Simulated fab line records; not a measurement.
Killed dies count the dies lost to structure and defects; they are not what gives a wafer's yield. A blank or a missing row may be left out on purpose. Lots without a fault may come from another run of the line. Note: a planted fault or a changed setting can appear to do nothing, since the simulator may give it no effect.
Problem report, 8D (eight disciplines) form, completed by code :: flow sfqLine :: the parts of the form that need people (team, actions taken, sign-off) are left out

1. WHAT IS WRONG
cdNm at SFQ_TRILAYER_JJ_CE_METRO_MEASURE_117 reads a mean of 678.2 nm on 6 wafers of 2 lots; wafers without a fault read 700.2 nm with a standard deviation of 1.1. Measured from the usual mean, that is -20 standard deviations.
The first sign was on wafer L156.1 at day 64 06:04, on cdSem-01. The record holds 42 wafers of 14 lots with a number at this step. The rule behind "out" and "out of limits": a value lying over 4 standard deviations away from the usual mean. The rest of the wafers with a number are treated as sound.

2. WHAT IT IS, WHAT IT ISN'T
question: which readings at this step
is: cdNm
is not: -

question: which lots
is: L156, L157
is not: L140, L141, L142, L143, L144, L145, L148, L149, L150, L151, L159, L161

question: which wafers of those lots
is: all that have a number
is not: -

question: read on which tools
is: cdSem-01, cdSem-02
is not: -

question: when
is: from day 64 06:04
is not: up to then (30 sound wafers); but 6 sound wafers of L159, L161 came after

3. THE SUSPECTS, EACH WITH WHAT RULES IT OUT
Counting: any tool at a process step up to the reading is kept as a suspect provided that every lot that is out went through it and no sound lot did after the first of them.
- krfScanner-01 at SFQ_TRILAYER_JJ_CE_LITHO_EXPOSE_115 (exposes mask J5, target cd 700 nm): ruled out as a lasting fault. The sound lots L159 went through it after L156, its earliest lot that is out (day 64 04:32).
Left after counting: nothing in the record.

4. THE CAUSE (what the simulator had put in)
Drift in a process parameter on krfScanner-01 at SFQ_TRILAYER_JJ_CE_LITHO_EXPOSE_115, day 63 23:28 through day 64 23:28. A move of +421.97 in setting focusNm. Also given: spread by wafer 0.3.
Counting ruled it out, wrongly: the rule takes a fault to strike every lot that its tool runs from its start on, and this one did not.

5. THE CHAIN OF EFFECTS, in route order
One row per reading whose mean, taken over the struck wafers that have a number, lies over 3 standard deviations from the usual. Scope: only readings with a usual standard deviation given in the record; hours: median across lots of the time from each lot's start at the first step in this table that gives one to its start at this step; sigmas: change in usual standard deviations.
hours: 0
step: SFQ_TRILAYER_JJ_CE_METRO_MEASURE_117
reading: cdNm
usual: 700.2 nm
on struck wafers: 678.2
change: -22.0
sigmas: -20
The process steps in it:
- SFQ_TRILAYER_JJ_CE_METRO_MEASURE_117

6. HOW IT WOULD HAVE BEEN CAUGHT EARLIER
The fault began at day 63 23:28; the first out-of-limits reading in this record came at day 64 06:04, 7 hours later.
No tool reading at SFQ_TRILAYER_JJ_CE_LITHO_EXPOSE_115 that has a usual standard deviation in the record was out on any struck wafer, so an alarm limit of 4 standard deviations on those readings would not have fired.
